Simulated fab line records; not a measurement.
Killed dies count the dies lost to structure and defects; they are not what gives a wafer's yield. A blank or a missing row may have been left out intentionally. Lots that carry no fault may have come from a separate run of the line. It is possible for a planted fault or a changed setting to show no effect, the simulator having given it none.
Problem report in the 8D (eight disciplines) form, filled by code	flow gf180mcu	the parts of the form that need people (team, actions taken, sign-off) are left out

1. WHAT WENT WRONG
Wafers free of any fault read 487.2 ohm/sq (standard deviation 1.2) for NWELL_RS at GF_VT_IMPLANT_RS_MEAS_47, against a mean of 477.2 ohm/sq on 2 wafers of 2 lots. That is -8.3 standard deviations from the usual mean.
The step: measures by four-point-probe.
First observed at day 11 23:24: wafer L971.3, on film_metro-04. The record holds 36 wafers of 13 lots with a number at this step. The rule behind "out" and "out of limits": a value lying over 4 standard deviations away from the usual mean. The rest of the wafers with a number are treated as sound.

2. WHAT THIS IS AND IS NOT
question	is	is not
which readings at this step	NWELL_RS	-
which lots	L971, L973	L955, L958, L959, L960, L961, L962, L963, L964, L965, L967, L978
which wafers of those lots	L971.3, L973.3	L973.6
read on which gauges	film_metro-02, film_metro-04	film_metro-01
when	from day 11 23:24	up to then (30 sound wafers); but 4 sound wafers of L973, L978 came after

3. THE SUSPECTS, EACH WITH WHAT RULES IT OUT
Counting: a tool at a process step up to the reading stays a suspect if it ran every lot that is out. Sound lots after the first of them don't rule it out here, since some wafers of a struck lot are sound.
- ruled out: the gauge at GF_VT_IMPLANT_RS_MEAS_47. Those wafers that are out were read across 2 gauges (film_metro-02, film_metro-04).
- implanter-03 at GF_NWELL_IMPLANT_09: kept. Every lot that is out went through it, the first being L971 (day 6 23:08); the last sound lot it ran before that was L967 (day 6 00:03). Out on those wafers are its own readings of beam_on_s, faraday_current_uA.
The count leaves implanter-03 at GF_NWELL_IMPLANT_09.

4. THE CAUSE (what the simulator had put in)
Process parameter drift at GF_NWELL_IMPLANT_09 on implanter-03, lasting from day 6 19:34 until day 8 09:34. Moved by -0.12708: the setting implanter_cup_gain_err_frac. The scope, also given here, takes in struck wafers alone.
The count eliminated every tool but this one.

5. THE CHAIN OF EFFECTS, in route order
Each row: a reading where the mean over the struck wafers with a number is more than 3 standard deviations away from the usual. Only readings for which the record gives a usual standard deviation are gone through. hours: the time from each lot's start at the first step in this table that gives one to its start at this step, as a median over the lots. sigmas: the change in usual standard deviations.
hours	step	reading	usual	on struck wafers	change	sigmas
0	GF_NWELL_IMPLANT_09	beam_on_s	9.99 s	11.50	+1.51	+8.4
0	GF_NWELL_IMPLANT_09	faraday_current_uA	22.6	19.6	-3.0	-7.3
122	GF_VT_IMPLANT_RS_MEAS_47	NWELL_RS	487.2 ohm/sq	477.2	-10.0	-8.3
Its process steps:
- GF_NWELL_IMPLANT_09
Later measuring or inspecting steps at which every struck wafer that the step has a row for has a number for every such reading, and none has moved that far: GF_VT_IMPLANT_RS_MEAS_48, GF_V1_THK_MEAS_25.

6. HOW IT WOULD HAVE BEEN CAUGHT EARLIER
124 hours passed between the start of the fault at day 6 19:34 and the first reading out of limits at a measuring or inspecting step in this record, taken at day 11 23:24.
At GF_NWELL_IMPLANT_09, the tool's own readings (beam_on_s, faraday_current_uA) were out on each struck wafer the step has a row for, so an alarm limit on them would have fired on the first such wafer.
Each of the lots that are out, 2 in all, had begun GF_NWELL_IMPLANT_09 on implanter-03 no later than day 11 23:24. Tool hold at that time: it would have spared none of them.
